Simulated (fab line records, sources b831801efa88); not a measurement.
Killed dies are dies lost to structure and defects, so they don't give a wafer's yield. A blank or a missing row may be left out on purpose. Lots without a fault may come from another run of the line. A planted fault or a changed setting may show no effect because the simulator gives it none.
Split-lot experiment | flow sky130 | 5 lots, 23 wafers read, on a route of 708 steps

THE SPLIT
At SKY_VIA4_SOFTBAKE_07 (time 60 s), the setting temp_c was moved away from the recipe's 90 C on 10 of the 23 wafers read, by -2.0% to +2.6%. The other wafers ran this setting at the recipe's value.

FROM THE SPLIT TO THE READING: what the file shows between them, 3 steps
- SKY_VIA4_EXPOSE_08: exposes mask VIM4, target cd 800 nm
- SKY_VIA4_PEB_09
- SKY_VIA4_DEVELOP_10: develop time 60 s

THE READING
NOVOLAK_of_VIA4_COAT_06.thk_nm (the simulator's own value, which no gauge read), in nm, at SKY_VIA4_ETCH_12 (etches SiO2 in C4F8/O2/Ar, stops on TiN, target depth 580 nm). The file gives no usual value for it. The 13 wafers here that ran the recipe average 1005.4 nm, standard deviation 1.4 nm.

wafer  | tool, chamber at the split | temp_c as run, C | against the recipe | NOVOLAK_of_VIA4_COAT_06.thk_nm, nm | against lot-mates on the recipe
L076.1 | litho_track-03, 0          | 90               | recipe             | 1003                               | -
L076.2 | litho_track-03, 0          | 90               | recipe             | 1004                               | -
L076.3 | litho_track-03, 0          | 88.69            | -1.5%              | 1008                               | +4.0
L076.5 | litho_track-03, 0          | 90               | recipe             | 1005                               | -
L076.6 | litho_track-03, 0          | 88.69            | -1.5%              | 1007                               | +3.0
L077.2 | litho_track-03, 0          | 90               | recipe             | 1006                               | -
L077.3 | litho_track-03, 0          | 92.35            | +2.6%              | 996.8                              | -8.7
L077.4 | litho_track-03, 0          | 90               | recipe             | 1005                               | -
L077.5 | litho_track-03, 0          | 92.35            | +2.6%              | 998.5                              | -7.0
L077.6 | litho_track-03, 0          | 92.35            | +2.6%              | 997.7                              | -7.8
L079.2 | litho_track-01, 0          | 88.32            | -1.9%              | 1012                               | +5.5
L079.3 | litho_track-01, 0          | 90               | recipe             | 1006                               | -
L079.4 | litho_track-01, 0          | 88.32            | -1.9%              | 1015                               | +8.5
L079.5 | litho_track-01, 0          | 90               | recipe             | 1007                               | -
L079.6 | litho_track-01, 0          | 88.32            | -1.9%              | 1010                               | +3.5
L081.2 | litho_track-03, 0          | 90               | recipe             | 1006                               | -
L081.4 | litho_track-03, 0          | 90               | recipe             | 1003                               | -
L081.6 | litho_track-03, 0          | 90               | recipe             | 1007                               | -
L085.1 | litho_track-03, 0          | 90               | recipe             | 1007                               | -
L085.5 | litho_track-03, 0          | 90               | recipe             | 1007                               | -
L085.2 | litho_track-03, 0          | 88.19            | -2.0%              | 1010                               | +4.0
L085.4 | litho_track-03, 0          | 88.19            | -2.0%              | 1011                               | +5.0
L085.6 | litho_track-03, 0          | 90               | recipe             | 1004                               | -

THE FIT
A straight line over all 23 wafers: NOVOLAK_of_VIA4_COAT_06.thk_nm changes by -2.92 nm for each +1% of temp_c; r = -0.93; the points scatter about the line by 1.7 nm.
The same after taking each lot's own level away (the mean of its wafers on the recipe; 23 wafers): -2.85 nm for each +1%; r = -0.95; scatter 1.3 nm.
On that fit, the largest move of temp_c shifts the reading by 7.4 nm.
The lots' own levels span 1004.00 to 1006.50 nm, that is 1.7 times the standard deviation above.
So the lot-to-lot level changes the slope little: the two slopes agree.
Check: with one of the wafers moved furthest among these (+2.6%) left out of the fit, the line predicts -7.24 nm for it against its lot-mates. It came out at -8.7 nm against them.

OTHER SPLITS ON THESE WAFERS
These wafers also went through other splits before the reading. Each is held against what the fit with the lots' levels taken away leaves over:
other split on the same wafers            | wafers away from the commonest value | r with NOVOLAK_of_VIA4_COAT_06.thk_nm (lot level and that fit taken away)
SKY_METAL3_METAL_ETCH_18 bias_w           | 8                                    | -0.23
SKY_VIA3_HDPCVD_00 time_s                 | 7                                    | +0.13
SKY_METAL4_SPUTTER_00 chamber_pressure_pa | 15                                   | -0.04

THE WHOLE CHAIN: every reading that the file lists as answering this split, in the file's order
step                | what it does                                                 | reading                                                                         | change (the file's fit)              | r (the file's)
SKY_VIA4_DEVELOP_10 | develop time 60 s                                            | NOVOLAK_of_VIA4_COAT_06.thk_nm (the simulator's own value, which no gauge read) | -2.78 nm for each +1% of the setting | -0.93
SKY_VIA4_ETCH_12    | etches SiO2 in C4F8/O2/Ar, stops on TiN, target depth 580 nm | NOVOLAK_of_VIA4_COAT_06.thk_nm (the simulator's own value, which no gauge read) | -2.86 nm for each +1% of the setting | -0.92

THE FILE'S OWN FIT
NOVOLAK_of_VIA4_COAT_06.thk_nm changes by -2.86 nm for each +1% of temp_c, r = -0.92.
